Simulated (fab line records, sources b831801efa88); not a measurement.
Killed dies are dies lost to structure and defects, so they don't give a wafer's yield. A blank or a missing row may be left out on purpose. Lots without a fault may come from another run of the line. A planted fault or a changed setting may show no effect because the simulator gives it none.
Chamber matching | flow sky130 | SKY_VIA4_CMP_02 on cmp-01: 4 sister chambers
The step polishes SiO2. 4 wafers are shown with their chamber, then 8 later ones without.

WAFERS WITH THEIR CHAMBER
wafer  | chamber | motor_current_A (A)
L583.6 | 1       | 12.5
L594.5 | 2       | 10.4
L594.6 | 3       | 9.5
L596.1 | 0       | 9.6

WAFERS WITHOUT THEIR CHAMBER
wafer  | motor_current_A (A)
L596.3 | 9.3
L596.4 | 12.6
L600.1 | 10.2
L600.2 | 12.1
L600.3 | 10.7
L601.2 | 10.2
L601.4 | 11.0
L601.5 | 10.9

WHICH CHAMBER EACH WENT THROUGH
wafer  | from the rows above          | in truth
L596.3 | can't be placed: 3 or 0      | 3
L596.4 | 1                            | 1
L600.1 | can't be placed: 2 or 0 or 3 | 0
L600.2 | 1                            | 1
L600.3 | 2                            | 2
L601.2 | can't be placed: 2 or 0 or 3 | 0
L601.4 | 2                            | 2
L601.5 | 2                            | 2
Placed correctly: 5 of 8. Can't be placed from these rows: 3 (the true chamber is among the candidates in 3). Placed wrongly: 0.
How it was worked out, from the rows above alone: a wafer's distance from a chamber is the root of the sum, over the readings, of the square of ((its reading less the chamber's mean) divided by the reading's scatter). The wafer belongs to the nearest chamber; if the next one is less than 2 further off, it can't be placed. A chamber's mean is the mean of its shown wafers. The scatter: with one shown wafer a chamber, the root of the mean of the squares of how far each hidden wafer lies from its nearest shown one.
